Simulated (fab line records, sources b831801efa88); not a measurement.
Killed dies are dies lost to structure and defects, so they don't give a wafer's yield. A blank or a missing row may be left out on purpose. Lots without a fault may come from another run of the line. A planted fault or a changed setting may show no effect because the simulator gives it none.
Problem report in the 8D (eight disciplines) form, filled by code | flow gf180mcu | the parts of the form that need people (team, actions taken, sign-off) are left out

1. THE PROBLEM
spin_speed_rpm at GF_DNWELL_COAT_02 reads a mean of 2031.7 rpm on 6 wafers of 2 lots; wafers without a fault read 1999.7 rpm with a standard deviation of 1.2. That is +27 standard deviations from the usual mean.
The step: resist thk 3000 nm.
First seen on wafer L698.3, day 6 00:25, on litho_track-02. The record holds 42 wafers of 14 lots with a number at this step. Rule for "out", or "out of limits": more than 4 standard deviations from the usual mean. The other wafers with a number count as sound.

2. WHAT IT IS AND WHAT IT IS NOT
question                    | is                     | is not
which readings at this step | spin_speed_rpm         | -
which lots                  | L698, L699             | L682, L683, L684, L685, L689, L690, L692, L693, L694, L695, L703, L705
which wafers of those lots  | all that have a number | -
read on which tools         | litho_track-02         | litho_track-03, litho_track-04
when                        | from day 6 00:25       | up to then (30 sound wafers); but 6 sound wafers of L703, L705 came after

3. SUSPECTS, AND WHAT RULES EACH OUT
Counting: a tool at a process step up to the reading stays a suspect if it ran every lot that is out and no sound lot after the first of them.
- litho_track-02 at GF_DNWELL_COAT_02 (resist thk 3000 nm): kept. It ran every lot that is out, first L698 (day 6 00:25), and no sound lot after that; its last sound lot up to then is L693 (day 4 23:43). Its own readings are out on those wafers: spin_speed_rpm.
Left after counting: litho_track-02 at GF_DNWELL_COAT_02.

4. THE CAUSE (what the simulator had put in)
Process parameter drift: litho_track-02, from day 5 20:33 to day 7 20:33, at GF_DNWELL_COAT_02. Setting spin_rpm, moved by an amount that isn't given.
Counting left only this tool.

5. THE CHAIN OF EFFECTS, in route order
Each row: a reading whose mean over the struck wafers that have a number lies more than 3 standard deviations from the usual. Only readings for which the record gives a usual standard deviation are gone through. hours: the time from each lot's start at the first step in this table that gives one to its start at this step, as a median over the lots. sigmas: the change in usual standard deviations.
hours | step              | reading        | usual      | on struck wafers | change | sigmas
0     | GF_DNWELL_COAT_02 | spin_speed_rpm | 1999.7 rpm | 2031.7           | +32.0  | +27
The process steps in it:
- GF_DNWELL_COAT_02: resist thk 3000 nm.
Later measuring or inspecting steps at which every struck wafer that the step has a row for has a number for every such reading, and none has moved that far: GF_V2_OVL_MEAS_15.

6. WHAT WOULD HAVE CAUGHT IT SOONER
In this record the first reading out of limits was taken at day 6 00:25, 4 hours after the fault began at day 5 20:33.
